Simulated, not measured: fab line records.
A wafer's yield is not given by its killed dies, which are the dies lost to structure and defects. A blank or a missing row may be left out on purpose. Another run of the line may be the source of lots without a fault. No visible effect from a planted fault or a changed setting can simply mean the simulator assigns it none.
Chamber matching | flow gf180mcu | 4 sister chambers for GF_V4_ETCH_16 on rie diel-03
The step etches BARC in N2/H2. 14 wafers are shown with their chamber, then 7 later ones without.

== WAFERS PAIRED WITH THEIR CHAMBERS ==
wafer  | chamber | drypump motor current A (A) | oes product au (a.u.) | throttle valve pct (%)
L163.1 | 0       | 5.9                         | 0.850                 | 13.231
L163.3 | 2       | 5.6                         | 0.863                 | 13.205
L163.6 | 2       | 5.7                         | 0.851                 | 13.217
L168.2 | 0       | 5.9                         | 0.852                 | 13.222
L168.4 | 3       | 5.9                         | 0.850                 | 13.227
L168.6 | 1       | 5.7                         | 0.849                 | 13.223
L169.3 | 3       | 5.8                         | 0.859                 | 13.232
L169.5 | 2       | 5.7                         | 0.860                 | 13.236
L169.6 | 1       | 5.7                         | 0.855                 | 13.229
L170.2 | 3       | 5.9                         | 0.855                 | 13.242
L170.3 | 0       | 5.9                         | 0.855                 | 13.211
L170.6 | 2       | 5.7                         | 0.855                 | 13.234
L172.1 | 2       | 5.6                         | 0.848                 | 13.236
L172.2 | 3       | 5.9                         | 0.852                 | 13.218

SIGNATURES (averages over the wafers above)
reading                 | chamber 0 | chamber 1 | chamber 2 | chamber 3 | scatter within a chamber
drypump motor current A | 5.900     | 5.700     | 5.660     | 5.875     | 0.0442
oes product au          | 0.85233   | 0.85200   | 0.85540   | 0.85400   | 0.00479
throttle valve pct      | 13.22133  | 13.22600  | 13.22560  | 13.22975  | 0.0114
Rule: a wafer lies at a distance from a chamber equal to the root of the sum of squares, over the readings, of (its reading less the chamber's mean, divided by the reading's scatter). The wafer belongs to the nearest chamber; if the next one is less than 2 further off, it can't be placed. The scatter: the root of (the sum of the squares of (reading less its chamber's mean) over the shown wafers, divided by (wafers less chambers)).

== WAFERS WHOSE CHAMBER IS MISSING ==
wafer  | drypump motor current A (A) | oes product au (a.u.) | throttle valve pct (%)
L172.5 | 5.9                         | 0.856                 | 13.234
L180.1 | 5.6                         | 0.860                 | 13.229
L180.2 | 5.9                         | 0.851                 | 13.213
L180.4 | 5.9                         | 0.854                 | 13.232
L185.2 | 5.7                         | 0.853                 | 13.231
L185.4 | 5.6                         | 0.863                 | 13.217
L185.5 | 5.7                         | 0.844                 | 13.225

== WHICH CHAMBER EACH WENT THROUGH ==
wafer  | from the rows above     | in truth
L172.5 | can't be placed: 3 or 0 | 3
L180.1 | can't be placed: 2 or 1 | 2
L180.2 | can't be placed: 0 or 3 | 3
L180.4 | can't be placed: 3 or 0 | 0
L185.2 | can't be placed: 1 or 2 | 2
L185.4 | can't be placed: 2 or 1 | 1
L185.5 | can't be placed: 1 or 2 | 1
0 of 7 placed correctly. Not placeable from these rows: 7 (in 7, the candidates include the true chamber). Number placed wrongly: 0.
